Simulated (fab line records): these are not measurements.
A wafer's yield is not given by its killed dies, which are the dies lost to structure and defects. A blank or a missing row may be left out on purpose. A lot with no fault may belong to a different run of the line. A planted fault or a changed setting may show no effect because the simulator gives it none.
fab line records | flow sky130
record: lots: 11 wafers: 33 lastDay: 50
route steps=708 shown METAL2@503 VIA2@529 METAL3@534 METAL5@665 PAD_OPEN@708
lots that met no fault: taken from a fault-free run of the same line
startH: start of the lot's first displayed wafer, in hours after the record's first day | waitH: how many hours have passed since the lot's step before this one | " repeats the value in the row above | L1.1+2: one row covering several wafers at once | - either no value or no given start | * or withheld: withheld | < > ~ a bound
route shown NAME@n: NAME is a module with steps in the file, n the number in the route of the first one | usual: mean and standard deviation over wafers with no fault | same: alike in all rows | chamber/n: place in a boat | sites: readings site by site | _std_site: standard deviation of those values | _edge_site: inner sites' mean taken away from outer sites' mean | radiusMm: how far each site lies from the wafer's centre | mask NAME#n: copy n | behind: the last tool/chamber to shape the wafer | hold: the reason the lot was held/the length of the hold in hours/how it ended | device: names the non-switching transistor (n, p or np) | end of line: the route-end tests of the same wafers | for a step that has no rows: nothing shown but its recipe | killed: at the first sort, the dies lost to defects and structure; wafer yield is something else | map: per-die view of a wafer (x killed, . not killed, _ where there is no die)
set.NAME: setting as actually run; set.NAME@STEP: the setting as run at that earlier step | model.NAME: the simulator's own value behind a step, which no gauge read
steps of the route over a sample of lots; a table a step, a row a wafer
services: the hour from which a tool's chamber was out of use, counted from the record's first day as startH (under 0 if before that day), plus the number of hours and why
== steps ==
step: SKY_METAL2_STRIP_20
recipe: chemistry: O2/N2 powerW: 1400 pressureMtorr: 1500 platenTempC: withheld o2FlowSccm: 3000 n2FlowSccm: 300 overashFraction: 0.5
usual: drypumpMotorCurrentA: 5.9/0.42 oesProductAu: 0.344/0.005 stripTimeToEndpointS: 2.72/0.069
columns lot.wafer tool chamber startH waitH drypumpMotorCurrentA oesProductAu rfHoursCounterH stripTimeToEndpointS
L242.1 plasmaAsher-03 1 831.80 0.1 5.5 0.343 8 2.74
L242.4 " 0 " " 5.8 0.340 - 2.77
L242.5 " 1 " " 5.6 0.349 - 2.77
L246.2 plasmaAsher-01 1 853.62 0.1 6.4 0.353 75 2.81
L246.4 " 1 " " 6.4 0.357 - 2.81
L246.6 " 1 " " 6.4 0.346 - 2.81
L247.3 plasmaAsher-03 0 863.65 0.1 5.8 0.348 - 2.84
L247.5 " 0 " " 5.8 0.351 - 2.75
L247.6 " 1 " " 5.6 0.347 - 2.83
L248.1 plasmaAsher-03 1 868.52 0.1 5.5 0.351 12 2.80
L248.3 " 1 " " 5.6 0.343 - 2.80
L248.5 " 0 " " 5.8 0.346 - 2.82
L249.1 plasmaAsher-04 0 875.92 0.1 6.5 0.346 104 2.72
L249.3 " 1 " " 5.8 0.337 - 2.57
L249.6 " 0 " " 6.5 0.349 - 2.75
L251.1 plasmaAsher-03 0 895.15 0.1 5.8 0.347 15 2.59
L251.3 " 1 " " 5.6 0.334 - 2.58
L251.6 " 1 " " 5.6 0.344 - 2.71
L256.2 plasmaAsher-01 1 945.06 0.1 6.4 0.349 84 2.69
L256.4 " 1 " " 6.4 0.346 - 2.72
L256.6 " 0 " " 5.4 0.347 - 2.71
L259.1 plasmaAsher-03 1 969.92 0.1 5.5 0.338 23 2.60
L259.3 " 1 " " 5.5 0.348 - 2.72
L259.6 " 1 " " 5.5 0.346 - 2.73
L260.1 plasmaAsher-04 0 972.22 0.1 6.6 0.350 113 2.77
L260.3 " 0 " " 6.5 0.350 - 2.74
L260.4 " 1 " " 5.8 0.347 - 2.72
L261.3 plasmaAsher-04 1 972.84 0.1 5.8 0.339 - 2.61
L261.4 " 0 " " 6.5 0.347 - 2.72
L261.6 " 1 " " 5.7 0.345 - 2.73
L262.4 plasmaAsher-03 0 973.35 0.1 5.8 0.337 - 2.74
L262.5 " 1 " " 5.6 0.351 - 2.77
L262.6 " 0 " " 5.8 0.339 - 2.76
step: SKY_VIA2_RS_MEAS_22
recipe: thkMeasGauge: four-point-probe reads: W_of_VIA2_CVD_21+TiN_of_VIA2_SPUTTER_20
usual: VIA2_W_RS: 0.273/0.0057
columns lot.wafer tool chamber startH waitH VIA2_W_RS[ohm/sq]
L242.1 filmMetro-04 - 860.39 0.2 0.262
L242.4 " - " " 0.265
L242.5 " - " " 0.262
L246.2 filmMetro-04 - 882.60 0.1 0.280
L246.4 " - " " 0.278
L246.6 " - " " 0.276
L247.3 filmMetro-01 - 892.51 0.2 0.266
L247.5 " - " " 0.268
L247.6 " - " " 0.268
L248.1 filmMetro-01 - 897.14 0.2 0.265
L248.3 " - " " 0.266
L248.5 " - " " 0.267
L249.1 filmMetro-02 - 904.43 0.2 0.268
L249.3 " - " " 0.266
L249.6 " - " " 0.268
L251.1 filmMetro-04 - 922.88 0.1 0.274
L251.3 " - " " 0.279
L251.6 " - " " 0.281
L256.2 filmMetro-01 - 971.11 0.1 0.277
L256.4 " - " " 0.282
L256.6 " - " " 0.277
L259.1 filmMetro-02 - 996.17 0.1 0.275
L259.3 " - " " 0.278
L259.6 " - " " 0.281
L260.1 filmMetro-04 - 998.36 0.1 0.276
L260.3 " - " " 0.272
L260.4 " - " " 0.280
L261.3 filmMetro-02 - 998.89 0.1 0.264
L261.4 " - " " 0.266
L261.6 " - " " 0.264
L262.4 filmMetro-04 - 999.38 0.1 0.276
L262.5 " - " " 0.272
L262.6 " - " " 0.278
step: SKY_METAL3_SPUTTER_02
recipe: material: AlCu targetThkNm: 735 powerW: 10600 timeS: 39.1 chamberPressurePa: 0.4173
usual: cathodeDcPowerW: 10600/2.1 chamberPressurePa: 0.4174/0.00089 throttleValvePct: 30.2/1.2
columns lot.wafer tool chamber startH waitH cathodeDcPowerW chamberPressurePa throttleValvePct
L242.1 pvdSputter-03 - 860.92 0.0 10602 0.4174 29.9
L242.4 " - " " 10603 0.4176 32.5
L242.5 " - " " 10600 0.4172 30.7
L246.2 pvdSputter-03 - 883.20 0.0 10604 0.4162 30.6
L246.4 " - " " 10603 0.4171 30.8
L246.6 " - " " 10602 0.4175 29.8
L247.3 pvdSputter-01 - 893.00 0.0 10601 0.4176 30.5
L247.5 " - " " 10601 0.4188 30.8
L247.6 " - " " 10601 0.4192 29.5
L248.1 pvdSputter-03 - 897.67 0.0 10598 0.4170 30.5
L248.3 " - " " 10599 0.4162 32.5
L248.5 " - " " 10601 0.4161 29.8
L249.1 pvdSputter-01 - 904.96 0.0 10598 0.4183 28.2
L249.3 " - " " 10600 0.4187 29.5
L249.6 " - " " 10596 0.4186 29.4
L251.1 pvdSputter-01 - 923.41 0.0 10600 0.4177 31.4
L251.3 " - " " 10598 0.4171 30.5
L251.6 " - " " 10603 0.4174 31.5
L256.2 pvdSputter-01 - 971.61 0.0 10600 0.4181 28.3
L256.4 " - " " 10601 0.4179 29.6
L256.6 " - " " 10596 0.4179 29.7
L259.1 pvdSputter-03 - 996.70 0.0 10596 0.4183 32.8
L259.3 " - " " 10600 0.4178 30.9
L259.6 " - " " 10599 0.4174 30.6
L260.1 pvdSputter-02 - 998.92 0.0 10600 0.4167 30.8
L260.3 " - " " 10599 0.4171 28.7
L260.4 " - " " 10601 0.4164 28.9
L261.3 pvdSputter-03 - 999.38 0.0 10598 0.4165 30.2
L261.4 " - " " 10600 0.4165 32.7
L261.6 " - " " 10600 0.4170 30.3
L262.4 pvdSputter-01 - 999.85 0.0 10600 0.4181 30.3
L262.5 " - " " 10600 0.4197 30.5
L262.6 " - " " 10597 0.4182 29.7
step: SKY_METAL5_SPUTTER_04
recipe: material: TiN targetThkNm: 70 powerW: 6500 timeS: 58.3 chamberPressurePa: 0.4
usual: cathodeDcPowerW: 6499.8/1.1 chamberPressurePa: 0.3999/0.00085 throttleValvePct: 30.2/1.1
columns lot.wafer tool chamber startH waitH cathodeDcPowerW chamberPressurePa throttleValvePct
L242.1 pvdSputter-03 - 1016.89 0.0 6501.7 0.3988 30.9
L242.4 " - " " 6498.0 0.3991 32.4
L242.5 " - " " 6499.4 0.4010 29.9
L246.2 pvdSputter-02 - 1036.03 0.0 6500.1 0.3992 29.0
L246.4 " - " " 6499.8 0.4006 28.7
L246.6 " - " " 6499.6 0.3996 29.3
L247.3 pvdSputter-03 - 1048.93 0.0 6499.3 0.3995 30.8
L247.5 " - " " 6500.2 0.4009 32.5
L247.6 " - " " 6500.0 0.3991 31.0
L248.1 pvdSputter-03 - 1050.23 0.0 6499.2 0.3991 30.8
L248.3 " - " " 6502.0 0.4002 32.7
L248.5 " - " " 6501.0 0.4000 30.8
L249.1 pvdSputter-02 - 1052.98 0.0 6501.9 0.3999 30.8
L249.3 " - " " 6500.4 0.3995 29.1
L249.6 " - " " 6497.3 0.3993 29.3
L251.1 pvdSputter-04 - 1071.08 0.0 6500.9 0.3987 28.9
L251.3 " - " " 6499.8 0.3992 30.9
L251.6 " - " " 6499.3 0.3999 29.0
L256.2 pvdSputter-03 - 1111.73 0.0 6501.1 0.3994 30.9
L256.4 " - " " 6501.0 0.3999 30.1
L256.6 " - " " 6500.1 0.3998 32.7
L259.1 pvdSputter-04 - 1130.82 0.0 6500.2 0.4004 30.9
L259.3 " - " " 6498.5 0.4000 29.3
L259.6 " - " " 6500.4 0.4007 30.8
L260.1 pvdSputter-04 - 1133.30 0.0 6501.0 0.3978 29.3
L260.3 " - " " 6500.2 0.4007 31.2
L260.4 " - " " 6501.0 0.3992 29.3
L261.3 pvdSputter-03 - 1135.46 0.0 6501.3 0.4016 30.5
L261.4 " - " " 6497.5 0.3998 30.2
L261.6 " - " " 6499.3 0.3996 32.4
L262.4 pvdSputter-02 - 1136.06 0.0 6499.3 0.3997 30.8
L262.5 " - " " 6498.0 0.4003 29.3
L262.6 " - " " 6499.6 0.4008 28.4
step: SKY_PAD_OPEN_PROBE_99
usual: defectLimitedYield: 82.3/1.7 killed_at_M0_to_M3: 43/6.8 killed_at_M4_up: 3.3/1.8 killedAtContacts: 25/5.9 killedAtFrontEnd: 16/4.2 killedAtOther: 0.3/0.69 killedDies: 87/8.6 killedOpen: 48/6.3 killedShort: 39/5.3 sort_bin_3_pad_short: 0.9/0.38 sort_bin_5_function: 10.5/1.4 sort_bin_6_memory: 6.4/1.1 sortNPass: 405/8.6 sortYieldPct: 82.3/1.7
same: grossDies: 492 killedAtBackSide: 0 sort_bin_4_leakage[%]: 0 sort_bin_8_speed[%]: 0
columns lot.wafer tool chamber startH waitH defectLimitedYield[%] killed_at_M0_to_M3 killed_at_M4_up killedAtContacts killedAtFrontEnd killedAtOther killedDies killedOpen killedShort sort_bin_3_pad_short[%] sort_bin_5_function[%] sort_bin_6_memory[%] sortNPass sortYieldPct[%]
L251.1 prober-01 - 1134.89 0.1 82.9 41 8 22 12 1 84 48 36 0.6 8.5 7.9 408 82.9
L251.3 prober-01 - 1134.99 0.2 74.2 92 6 17 12 0 127 40 38 5.9 15.7 4.3 365 74.2
L251.6 prober-01 - 1135.14 0.2 74.6 96 2 14 13 0 125 46 30 3.7 14.6 7.1 367 74.6
killed by level:class
L251.1 VIA1:geometricParticle:open=9 CONTACT:geometricParticle:open=9 METAL4:geometricParticle:short=7 FIELD_ISO:geometricParticle:open=5 VIA2:geometricParticle:open=5 VIA3:geometricParticle:open=5 LI_CONTACT:geometricParticle:short=4 LI_CONTACT:geometricParticle:open=4
L251.3 METAL2:unspecified=49 VIA2:geometricParticle:open=9 METAL2:geometricParticle:short=8 POLY_GATE:geometricParticle:open=7 METAL1:geometricParticle:short=7 CONTACT:geometricParticle:open=6 VIA1:geometricParticle:open=5 LI_CONTACT:geometricParticle:short=4
L251.6 METAL2:unspecified=49 CONTACT:geometricParticle:open=8 VIA1:geometricParticle:open=7 VIA1:geometricParticle:short=7 VIA2:geometricParticle:open=7 VIA3:geometricParticle:open=7 METAL1:geometricParticle:short=5 POLY_GATE:geometricParticle:short=4
== services ==
columns tool chamber startH hours kind
plasmaAsher-01 - 810.95 2.6 repair
plasmaAsher-04 - 855.31 5.0 repair
pvdSputter-04 - 857.41 3.3 repair
plasmaAsher-01 - 858.51 0.8 repair
plasmaAsher-01 - 866.78 2.3 repair
pvdSputter-03 1 868.73 - consumableReplace:kit
pvdSputter-03 1 868.73 18.0 scheduledDown
pvdSputter-03 1 868.73 18.0 ventCycle
pvdSputter-03 - 905.08 4.4 repair
pvdSputter-03 - 922.13 2.1 repair
pvdSputter-04 - 937.91 3.2 repair
plasmaAsher-01 - 951.16 2.2 repair
plasmaAsher-04 - 958.17 13.8 repair
pvdSputter-04 - 958.73 3.6 repair
plasmaAsher-03 - 981.30 34.6 repair
pvdSputter-03 0 986.33 - consumableReplace:kit
pvdSputter-03 0 986.33 18.0 scheduledDown
plasmaAsher-01 - 1016.83 14.6 pm
plasmaAsher-04 - 1055.25 9.0 pm
plasmaAsher-01 - 1081.95 4.3 repair
plasmaAsher-04 - 1090.22 5.1 repair
pvdSputter-03 - 1101.59 2.5 repair
plasmaAsher-04 - 1119.76 2.4 repair
plasmaAsher-04 - 1129.40 1.8 repair
== key ==
firstSign: step: SKY_PAD_OPEN_PROBE_99 reading: sort_bin_3_pad_short direction: up sigmas: 10 usual: 0.9 struck: 4.8
effect: step: SKY_PAD_OPEN_PROBE_99 reading: killed_at_M0_to_M3 direction: up sigmas: 7.5 usual: 43 struck: 94
metAt SKY_METAL2_STRIP_20
struckLots L251
struckWafers L251.3,L251.6
notActingAt SKY_VIA2_RS_MEAS_22,SKY_METAL3_SPUTTER_02,SKY_METAL5_SPUTTER_04
onsetBetween 868.52 895.15
fault: kind: chamberParticleSource tool: plasmaAsher-03 chamber: 1 onsetH: 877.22 steps: SKY_METAL2_STRIP_20 ratePerVisitCm2: 1.8203 endH: 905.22
